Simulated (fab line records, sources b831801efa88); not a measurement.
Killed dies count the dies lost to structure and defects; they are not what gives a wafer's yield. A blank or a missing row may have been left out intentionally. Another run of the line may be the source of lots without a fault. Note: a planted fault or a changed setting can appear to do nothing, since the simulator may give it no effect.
The tool behind it: which one? -- flow sky130 -- 13 lots with 39 wafers sampled at 4 steps, on a route of 708 steps

WHAT THE GAUGES SHOWED, per wafer
SKY_VT_ADJUST_LVTN_OVL_MEAS_07.
lot,measured,on,VT_ADJUST_LVTN_OVL (nm)
L502,day 7 22:21,overlay-01,0.9 2.8 4.8
L504,day 8 17:27,overlay-01,0.7 0.0 1.4
L505,day 8 14:25,overlay-02,2.8 0.6 1.1
L507,day 9 05:15,overlay-01,-2.0 0.0 -0.5
L510,day 10 02:19,overlay-01,0.3 1.2 2.8
L511,day 9 23:46,overlay-02,2.8 2.8 -0.2
L512,day 10 07:01,overlay-02,1.0 3.8 4.6
L514,day 10 13:09,overlay-02,0.1 0.8 -2.4
L517,day 10 23:16,overlay-01,2.6 2.3 2.6
L518,day 11 08:25,overlay-02,0.5 0.8 -0.2
L520,day 12 00:33,overlay-02,1.1 1.0 2.0
L524,day 12 23:24,overlay-02,1.4 0.6 3.8
L525,day 13 06:45,overlay-01,-2.1 -1.0 -1.2

SKY_VT_ADJUST_NCORE_CD_MEAS_07: the cd target is 380 nm.
lot,measured,on,cd nm (nm)
L502,day 9 17:51,cd sem-02,378.5 375.5 377.7
L504,day 10 13:38,cd sem-02,383.6 383.9 381.1
L505,day 10 10:22,cd sem-01,380.5 380.1 380.6
L507,day 11 02:02,cd sem-02,379.9 378.1 381.1
L510,day 12 00:28,cd sem-01,383.5 382.9 384.7
L511,day 11 21:29,cd sem-01,381.6 380.6 380.5
L512,day 12 05:14,cd sem-01,379.1 378.1 380.3
L514,day 12 11:53,cd sem-01,375.8 377.3 378.8
L517,day 12 23:59,cd sem-01,383.6 383.2 381.8
L518,day 13 10:04,cd sem-02,381.1 381.7 379.5
L520,day 14 02:17,cd sem-02,380.7 378.8 377.8
L524,day 15 03:18,cd sem-01,382.2 382.8 381.4
L525,day 15 11:18,cd sem-01,383.2 380.4 380.4

SKY_RES_PROTECT_TW_MEAS_08.
lot,measured,on,POLY_GATE_TW
L502,day 16 09:09,film metro-04,4086 4088 4040
L504,day 17 12:15,film metro-04,4064 4062 4050
L505,day 17 10:46,film metro-04,4063 4047 4033
L507,day 18 02:29,film metro-01,4088 4070 4060
L510,day 19 12:46,film metro-02,4047 4053 4028
L511,day 19 12:37,film metro-04,4065 4050 4072
L512,day 19 21:28,film metro-01,4029 4051 4031
L514,day 20 05:29,film metro-02,4023 3998 4032
L517,day 20 22:28,film metro-02,4023 3996 4009
L518,day 21 09:54,film metro-04,4049 4062 4043
L520,day 22 00:38,film metro-01,4067 4084 4078
L524,day 23 05:24,film metro-01,4048 4072 4046
L525,day 23 10:48,film metro-01,4060 4057 4043

WHICH TOOL RAN EACH LOT (tool, then ch and the chambers of the sampled wafers, then the start)
lot,SKY_FIELD_ISO_ETCH_14
L502,"rie diel-02 ch 1,2,3, day 2 08:43"
L504,"rie diel-04 ch 2,3, day 2 20:59"
L505,"rie diel-02 ch 1,2, day 2 21:04"
L507,"rie diel-03 ch 0,2, day 3 07:29"
L510,"rie diel-02 ch 2,3, day 4 03:19"
L511,"rie diel-04 ch 0,2,3, day 4 03:40"
L512,"rie diel-02 ch 1,2,3, day 4 13:16"
L514,"rie diel-03 ch 0,3, day 4 23:22"
L517,"rie diel-03 ch 1,3, day 5 10:43"
L518,"rie diel-03 ch 0,1,2, day 5 18:55"
L520,"rie diel-03 ch 0,1,2, day 6 03:10"
L524,"rie diel-03 ch 2,3, day 7 00:46"
L525,"rie diel-03 ch 2,3, day 7 04:10"
- SKY_FIELD_ISO_ETCH_14: etches BARC in N2/H2, stops on SiO2, time 45.9 s, target depth 60 nm.

AS READ BY THE TOOLS THEMSELVES (means over the sampled wafers that have a number; for cases with no such wafer, the mark the record gives instead)
SKY_FIELD_ISO_ETCH_14.
lot,tool,bias w (W),drypump motor current A (A),oes product au (a.u.),throttle valve pct (%)
L502,rie diel-02,100.1,6.2,0.857,13.226
L504,rie diel-04,100.3,5.8,0.851,13.230
L505,rie diel-02,99.8,6.0,0.852,13.224
L507,rie diel-03,99.8,5.1,0.857,13.225
L510,rie diel-02,104.9,6.3,0.857,13.223
L511,rie diel-04,99.6,5.5,0.853,13.233
L512,rie diel-02,104.9,6.2,0.852,13.231
L514,rie diel-03,100.1,5.7,0.858,13.233
L517,rie diel-03,100.2,6.0,0.850,13.224
L518,rie diel-03,99.9,5.6,0.852,13.229
L520,rie diel-03,99.9,5.6,0.853,13.224
L524,rie diel-03,100.2,5.0,0.853,13.220
L525,rie diel-03,99.7,5.3,0.857,13.214

THE ANSWER, worked out from the rows above alone
Rule: the lots themselves supply what counts as usual. Put in order of their means at a reading, lots are off if they are a third of the lots or fewer, leave a main group of 4 or more, and stand apart from it by a gap of 3 or more times the standard deviation of the main group's means; of several such gaps the widest counts. The tables above print the reading to a certain number of digits; a main group whose means all agree to those digits is not used. Also off: a lot with no number at a reading for which 4 or more lots have one. Any other lot the step has rows for is counted as sound. Order of review: gauges by route order, followed by the tools' own readings, for which a lot's mean as printed above is used. At the first step where some lot is off, the reading lying furthest off is the one used; lots without a number count as furthest.
Off at SKY_FIELD_ISO_ETCH_14 (bias w): L510, L512. Main group: mean 100.0 W, sd 0.22.
If a tool, at that step or one of the process steps before it, ran each lot that is off and ran no sound lot following the first of them, it fits. One fits: SKY_FIELD_ISO_ETCH_14 on rie diel-02. A fault onset in the window from L505 (day 2 21:04, its last sound lot) to L510 (day 4 03:19, its first lot off) fits.
The tool's own readings at SKY_FIELD_ISO_ETCH_14 bear it out: on the lots that are off they differ by more than 5 times the standard deviation of the sound lots' means. bias w reads 104.9 W there against 100.0 W on the sound lots.

WHAT THE SIMULATOR HAD PUT IN
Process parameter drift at SKY_FIELD_ISO_ETCH_14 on rie diel-02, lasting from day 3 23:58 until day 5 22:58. Setting bias w shifted by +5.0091 from 100. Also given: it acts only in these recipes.
Lots struck among those shown: L510, L512. The rule above reached the same finding.
